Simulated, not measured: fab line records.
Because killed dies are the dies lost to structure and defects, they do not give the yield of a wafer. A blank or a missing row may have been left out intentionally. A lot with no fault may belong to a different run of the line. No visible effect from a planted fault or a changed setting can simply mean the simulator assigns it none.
Problem report in the 8D (eight disciplines) form, filled by code ; flow gf180mcu ; the parts of the form that need people (team, actions taken, sign-off) are left out

1. PROBLEM STATEMENT
Mean of run length s at GF_DUAL_GATE_WET_ETCH_12: 180 s across 6 wafers in 2 lots; on wafers with no fault it is 288 s (standard deviation 3.6). Measured from the usual mean, that is -30 standard deviations.
The step: etches SiO2 in dHF, target depth 13 nm, time 260 s.
First seen on wafer L835.2, day 13 10:34, on wet bench-01. At this step, 42 wafers from 14 lots have a number in the record. Rule for "out" (also "out of limits"): further than 4 standard deviations from the usual mean. All remaining wafers that have a number are taken as sound.

2. WHAT IT IS, AND WHAT IT ISN'T
question;is;is not
which readings at this step;run length s;bath heat duty pct
which lots;L835, L836;L817, L818, L823, L824, L828, L830, L831, L832, L833, L834, L839, L840
which wafers of those lots;all that have a number;-
read on which tools;wet bench-01;wet bench-02, wet bench-04
when;from day 13 10:34;"up to then (30 sound wafers); but 6 sound wafers of L839, L840 came after"

3. SUSPECTS, AND WHAT RULES EACH OUT
Counting: a tool at any process step up to the reading remains a suspect when it ran all the lots that are out and ran no sound lot after the first of those.
- wet bench-01 at GF_DUAL_GATE_WET_ETCH_12 (etches SiO2 in dHF, target depth 13 nm, time 260 s): kept. Every lot that is out went through it, starting with L835 (day 13 10:34), and after that it ran no sound lot; the last sound lot it ran before then is L833 (day 12 19:41). Its own run length s readings are out on those wafers.
Left after counting: wet bench-01 at GF_DUAL_GATE_WET_ETCH_12.

4. THE CAUSE (what the simulator had put in)
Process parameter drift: wet bench-01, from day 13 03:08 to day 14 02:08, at GF_DUAL_GATE_WET_ETCH_12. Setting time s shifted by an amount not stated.
Counting left only this tool.

5. THE CHAIN OF EFFECTS, in route order
One row per reading whose mean, taken over the struck wafers that have a number, lies over 3 standard deviations from the usual. Scope: only readings with a usual standard deviation given in the record; hours: median across lots of the time from each lot's start at the first step in this table that gives one to its start at this step; sigmas: change in usual standard deviations.
hours;step;reading;usual;on struck wafers;change;sigmas
0;GF_DUAL_GATE_WET_ETCH_12;run length s;288 s;180;-108;-30
Its process steps:
- GF_DUAL_GATE_WET_ETCH_12: etches SiO2 in dHF, target depth 13 nm, time 260 s.

6. HOW IT WOULD HAVE BEEN CAUGHT EARLIER
First out-of-limits reading in this record: day 13 10:34, which is 7 hours after fault onset at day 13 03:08.
